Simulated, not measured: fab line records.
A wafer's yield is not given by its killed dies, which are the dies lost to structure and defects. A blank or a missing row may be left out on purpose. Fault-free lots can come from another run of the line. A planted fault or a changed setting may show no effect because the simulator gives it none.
Chamber matching | flow gf180mcu | GF_V3_CMP_04 on cmp-01 has 4 sister chambers
The step polishes SiO2. 8 wafers are shown with their chamber, then 6 later ones without.

WAFERS PAIRED WITH THEIR CHAMBERS
wafer  | chamber | motorCurrentA (A) | timeToEndpointS (s)
L502.4 | 0       | 11.2              | 78
L507.2 | 1       | 12.5              | 80
L507.5 | 3       | 10.1              | 81
L509.1 | 2       | 12.4              | 82
L509.4 | 0       | 11.1              | 78
L509.6 | 3       | 10.2              | 84
L511.3 | 2       | 12.1              | 76
L511.5 | 1       | 12.8              | 74

WAFERS WHOSE CHAMBER IS MISSING
wafer  | motorCurrentA (A) | timeToEndpointS (s)
L511.6 | 12.5              | 78
L512.4 | 10.5              | 83
L512.5 | 12.5              | 82
L512.6 | 10.7              | 80
L513.2 | 12.9              | 82
L513.5 | 10.3              | 90

THE CHAMBER EACH PASSED THROUGH
wafer  | from the rows above     | in truth
L511.6 | can't be placed: 1 or 2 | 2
L512.4 | 3                       | 3
L512.5 | can't be placed: 1 or 2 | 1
L512.6 | can't be placed: 0 or 3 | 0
L513.2 | can't be placed: 1 or 2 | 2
L513.5 | 3                       | 3
Correctly placed: 2 of 6. Not placeable from these rows: 4 (in 4, the candidates include the true chamber). Placed wrongly: 0.
How it was worked out, from the rows above alone: a wafer's distance from a chamber is the root of the sum, over the readings, of the square of ((its reading less the chamber's mean) divided by the reading's scatter). The wafer belongs to the nearest chamber; if the next one is less than 2 further off, it can't be placed. Each chamber's mean is taken over the wafers shown for it. The scatter is the square root of a quotient: the sum, over the shown wafers, of each reading's squared deviation from its chamber's mean, divided by wafers minus chambers.
